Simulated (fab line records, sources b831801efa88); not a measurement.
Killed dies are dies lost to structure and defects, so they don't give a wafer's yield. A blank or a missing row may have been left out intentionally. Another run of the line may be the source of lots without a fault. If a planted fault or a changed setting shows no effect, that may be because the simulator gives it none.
A struck lot beside a sound one | flow sky130 | 15 out of 708 route steps
Sound: the wafers L380.1, L380.3, L380.4. Struck: wafers L390.1, L390.2, L390.4. The cause is given at the end.
Order at every step that has rows: each side's tool, ch and its chambers, its first start. Under that, the readings that differ: sound wafers | struck wafers | difference of the means | sigmas: that difference in standard deviations of wafers without a fault.
alike: a reading whose means differ by less than 2 such deviations, as well as words and numbers matching on both sides. not compared: withheld readings; readings where some wafer has no value; bounds like >300 that might hide an equal value; numbers whose values overlap and for which the record gives no deviation.
The two part at a step that has a row with sigmas, a row that says differs or no value, or rows on one side only. Non-overlapping numbers with no deviation appear without sigmas and do not part them. Lack of a reading on every wafer of one side parts them only where that side has two or more wafers.

first, 1 step without rows for these wafers: SKY_POLY_GATE_CVD_03 (deposits Si3N4 from DCS/NH3, target thk 75 nm, time 1290 s).
SKY_POLY_GATE_THK_MEAS_04:
  sound on film metro-01 at day 17 12:44; struck on film metro-03 at day 21 11:20
  alike: POLY_GATE_CVD_03_THK
then, 8 steps without rows for these wafers: SKY_POLY_GATE_DEHYDRATE_05 (time 60 s); SKY_POLY_GATE_HMDS_06 (prime time 60 s); SKY_POLY_GATE_COAT_07 (resist thk 110 nm); SKY_POLY_GATE_COAT_08 (resist thk 450 nm); SKY_POLY_GATE_SOFTBAKE_09 (time 90 s); SKY_POLY_GATE_EXPOSE_10 (exposes mask P1M, target cd 150 nm); SKY_POLY_GATE_PEB_11; SKY_POLY_GATE_DEVELOP_12 (develop time 60 s).
SKY_POLY_GATE_CD_MEAS_13: the cd target is 150 nm.
  sound on cd sem-01 at day 18 18:22; struck on cd sem-01 at day 22 18:03
  alike: cd nm
SKY_POLY_GATE_OVL_MEAS_14:
  sound on overlay-01 at day 18 18:29; struck on overlay-01 at day 22 18:10
  alike: POLY_GATE_OVL
SKY_POLY_GATE_ETCH_15: etches BARC in N2/H2, stops on SiO2, time 118.5 s, target depth 110 nm.
  sound on rie diel-02 ch 1,2,3, day 18 18:32; struck on rie diel-02 ch 0,2, day 22 18:12
  reading    | sound              | struck            | difference | sigmas
  bias w (W) | 99.83 100.29 99.98 | 95.30 95.10 95.08 | -4.87      | -17
  alike: drypump motor current A, oes product au, throttle valve pct
  not compared: rf hours counter h
SKY_POLY_GATE_ETCH_16: etches Si3N4 in CH3F/O2, stops on poly-Si, time 147.5 s, target depth 75 nm.
  sound on rie diel-02 ch 1,2,3, day 18 18:37; struck on rie diel-02 ch 0,2, day 22 18:17
  alike: bias w, drypump motor current A, oes product au, throttle valve pct
  not compared: rf hours counter h
-- the record jumps here: 27 days lie between the struck wafers' starts before and after (it left off in module POLY_GATE and takes up again in module PAD_OPEN, whose first step shown is number 708 of the route) --
SKY_PAD_OPEN_PROBE_99:
  sound on prober-02 at day 47 09:25; struck on prober-02 at day 49 20:32
  reading            | sound    | struck   | difference | sigmas
  killed at contacts | 13 15 17 | 34 22 36 | +16        | +3
  killed at other    | 0 0 0    | 3 0 0    | +1         | +2
  killed dies        | 68 70 79 | 94 90 93 | +20        | +2
  alike: killed_at_M0_to_M3, killed_at_M4_up, killed at front end, killed open, killed short

## WHERE THEY PART
Last at SKY_PAD_OPEN_PROBE_99 as far as this record goes, first at SKY_POLY_GATE_ETCH_15.

WHY: what the simulator had put in
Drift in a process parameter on rie diel-02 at SKY_POLY_GATE_ETCH_15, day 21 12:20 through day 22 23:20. A move of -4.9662 in setting bias w, from 100. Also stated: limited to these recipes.
